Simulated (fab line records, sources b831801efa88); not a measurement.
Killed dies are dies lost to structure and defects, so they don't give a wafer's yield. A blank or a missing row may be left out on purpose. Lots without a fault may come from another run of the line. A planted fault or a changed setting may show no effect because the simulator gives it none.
Which tool did it? | flow sky130 | 11 lots, 33 wafers sampled, at 4 steps of a route of 708

WHAT THE GAUGES READ, wafer by wafer
SKY_SONOS_ONO_CD_MEAS_13: target cd 410 nm.
lot  | measured     | on        | cd_nm (nm)
L357 | day 12 07:55 | cd_sem-01 | 407.7 407.3 406.1
L358 | day 12 13:37 | cd_sem-01 | 408.6 407.2 408.7
L359 | day 13 04:21 | cd_sem-02 | 405.2 405.0 402.4
L363 | day 15 01:57 | cd_sem-01 | 410.8 410.7 412.1
L365 | day 15 19:23 | cd_sem-01 | 408.5 409.5 405.6
L368 | day 16 19:04 | cd_sem-02 | 408.9 410.9 408.8
L367 | day 16 20:13 | cd_sem-02 | 409.6 410.3 410.9
L369 | day 17 12:46 | cd_sem-02 | 412.1 411.1 410.0
L370 | day 17 15:57 | cd_sem-02 | 408.4 410.1 407.6
L371 | day 17 23:20 | cd_sem-02 | 409.9 408.3 412.0
L380 | day 20 15:04 | cd_sem-01 | 410.9 411.5 412.9

SKY_GATE_OXIDE_OVL_MEAS_10.
lot  | measured     | on         | GATE_OXIDE_OVL (nm)
L357 | day 13 12:26 | overlay-01 | -3.4 -1.2 -4.5
L358 | day 13 16:27 | overlay-02 | -0.3 0.2 0.0
L359 | day 14 07:28 | overlay-01 | -2.2 -2.6 -0.1
L363 | day 16 08:11 | overlay-01 | -0.9 -1.0 -1.1
L365 | day 17 02:34 | overlay-02 | -0.1 -1.3 1.0
L368 | day 18 03:01 | overlay-01 | -0.7 -1.2 -2.7
L367 | day 18 04:35 | overlay-01 | -1.3 -0.8 -0.7
L369 | day 18 19:55 | overlay-01 | 1.6 0.7 0.9
L370 | day 18 23:13 | overlay-02 | -0.3 -0.5 -0.8
L371 | day 19 07:42 | overlay-02 | -1.6 0.3 -0.3
L380 | day 21 23:40 | overlay-01 | -1.0 -2.0 -2.6

SKY_SPACER_THK_MEAS_01.
lot  | measured     | on            | SPACER_CVD_00_THK (nm)
L357 | day 22 12:55 | film_metro-02 | 43.0 43.0 43.1
L358 | day 22 16:18 | film_metro-02 | 43.2 43.1 43.0
L359 | day 23 14:10 | film_metro-03 | 43.4 43.5 43.5
L363 | day 25 13:56 | film_metro-04 | 43.4 43.3 43.4
L365 | day 26 07:47 | film_metro-02 | 43.1 43.6 43.1
L368 | day 27 11:39 | film_metro-02 | 43.8 43.7 43.7
L367 | day 27 14:14 | film_metro-02 | 43.0 43.2 43.3
L369 | day 28 04:22 | film_metro-02 | 62.1 61.8 62.0
L370 | day 28 02:08 | film_metro-03 | 62.6 62.5 62.2
L371 | day 28 11:25 | film_metro-02 | 62.5 62.5 62.2
L380 | day 30 20:29 | film_metro-02 | 43.4 43.3 43.1

WHICH TOOL RAN EACH LOT (tool, then ch and the chambers of the sampled wafers, then the start)
lot  | SKY_SPACER_CVD_00
L357 | lpcvd-02 ch 1, day 22 11:43
L358 | lpcvd-02 ch 1, day 22 14:29
L359 | lpcvd-02 ch 1, day 23 12:22
L363 | lpcvd-02 ch 1, day 25 12:43
L365 | lpcvd-02 ch 1, day 26 06:34
L368 | lpcvd-02 ch 0, day 27 10:26
L367 | lpcvd-02 ch 1, day 27 13:01
L369 | lpcvd-02 ch 1, day 28 03:10
L370 | lpcvd-02 ch 0, day 28 00:55
L371 | lpcvd-02 ch 1, day 28 10:13
L380 | lpcvd-02 ch 1, day 30 19:17
- SKY_SPACER_CVD_00: deposits Si3N4 from DCS/NH3, target thk 43.1 nm, time 740 s.

WHAT THE TOOLS THEMSELVES READ (means of the sampled wafers that have a number; where no wafer has one, the mark that the record gives instead)
SKY_SPACER_CVD_00.
lot  | tool     | spike_tc_lower_C (C)
L357 | lpcvd-02 | 768.1
L358 | lpcvd-02 | 769.5
L359 | lpcvd-02 | 768.2
L363 | lpcvd-02 | 768.5
L365 | lpcvd-02 | 768.7
L368 | lpcvd-02 | 769.4
L367 | lpcvd-02 | 768.8
L369 | lpcvd-02 | 769.2
L370 | lpcvd-02 | 769.5
L371 | lpcvd-02 | 768.8
L380 | lpcvd-02 | 769.0

THE ANSWER, worked out from the rows above alone
Rule: what is usual is taken from the lots themselves. Put in order of their means at a reading, lots are off if they are a third of the lots or fewer, leave a main group of 4 or more, and stand apart from it by a gap of 3 or more times the standard deviation of the main group's means; of several such gaps the widest counts. A main group whose means are all the same, to the digits that the tables above print for the reading, isn't used. A lot without any number at a reading at which 4 lots or more have one is off too. The other lots that the step has rows for count as sound. The gauges are gone through in route order, then the tools' own readings, and for those a lot's mean is taken as printed above. The first step at which some lot is off is used, and at that step the reading that is off furthest; a lot without a number counts as furthest.
Off: L369, L370, L371, at SKY_SPACER_THK_MEAS_01 (SPACER_CVD_00_THK). The main group: mean 43.3 nm, standard deviation 0.21.
A tool fits if, at a process step before that reading, it ran every lot that is off, and no sound lot after the first of them. The gauges at SKY_SPACER_THK_MEAS_01 are tried like those tools. None of those tried fits.

WHAT THE SIMULATOR HAD PUT IN
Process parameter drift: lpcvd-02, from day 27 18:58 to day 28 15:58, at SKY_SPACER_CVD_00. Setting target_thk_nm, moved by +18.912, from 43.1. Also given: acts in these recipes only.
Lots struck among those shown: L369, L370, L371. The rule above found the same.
